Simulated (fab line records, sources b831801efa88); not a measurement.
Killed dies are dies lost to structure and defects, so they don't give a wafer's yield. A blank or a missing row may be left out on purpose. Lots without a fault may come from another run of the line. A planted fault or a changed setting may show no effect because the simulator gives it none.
Problem report in the 8D (eight disciplines) form, filled by code | flow sky130 | the parts of the form that need people (team, actions taken, sign-off) are left out

1. THE PROBLEM
run_length_s at SKY_POLY_CUT_SOFTBAKE_04 reads a mean of 128.10 s on 6 wafers of 2 lots; wafers without a fault read 119.20 s with a standard deviation of 0.28. That is +32 standard deviations from the usual mean.
The step: time 90 s.
First seen on wafer L812.3, day 27 11:00, on litho_track-04. The record holds 42 wafers of 14 lots with a number at this step. Rule for "out", or "out of limits": more than 4 standard deviations from the usual mean. The other wafers with a number count as sound.

2. WHAT IT IS AND WHAT IT IS NOT
question                    | is                     | is not
which readings at this step | run_length_s           | -
which lots                  | L812, L813             | L803, L804, L805, L807, L815, L817, L818, L821, L822, L823, L825, L826
which wafers of those lots  | all that have a number | -
read on which tools         | litho_track-04         | litho_track-01, litho_track-03
when                        | from day 27 11:00      | up to then (12 sound wafers); but 24 sound wafers of L815, L817, L818, L821, L822, L823, L825, L826 came after

3. SUSPECTS, AND WHAT RULES EACH OUT
Counting: a tool at a process step up to the reading stays a suspect if it ran every lot that is out and no sound lot after the first of them.
- litho_track-04 at SKY_POLY_CUT_SOFTBAKE_04 (time 90 s): kept. It ran every lot that is out, first L812 (day 27 11:00), and no sound lot after that; its last sound lot up to then is L803 (day 25 18:00). Its own readings are out on those wafers: run_length_s.
Left after counting: litho_track-04 at SKY_POLY_CUT_SOFTBAKE_04.

4. THE CAUSE (what the simulator had put in)
Process parameter drift: litho_track-04, from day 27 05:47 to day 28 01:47, at SKY_POLY_CUT_SOFTBAKE_04. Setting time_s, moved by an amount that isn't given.
Counting left only this tool.

5. THE CHAIN OF EFFECTS, in route order
Each row: a reading whose mean over the struck wafers that have a number lies more than 3 standard deviations from the usual. Only readings for which the record gives a usual standard deviation are gone through. hours: the time from each lot's start at the first step in this table that gives one to its start at this step, as a median over the lots. sigmas: the change in usual standard deviations.
hours | step                     | reading      | usual    | on struck wafers | change | sigmas
0     | SKY_POLY_CUT_SOFTBAKE_04 | run_length_s | 119.20 s | 128.10           | +8.90  | +32
The process steps in it:
- SKY_POLY_CUT_SOFTBAKE_04: time 90 s.

6. WHAT WOULD HAVE CAUGHT IT SOONER
In this record the first reading out of limits was taken at day 27 11:00, 5 hours after the fault began at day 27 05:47.
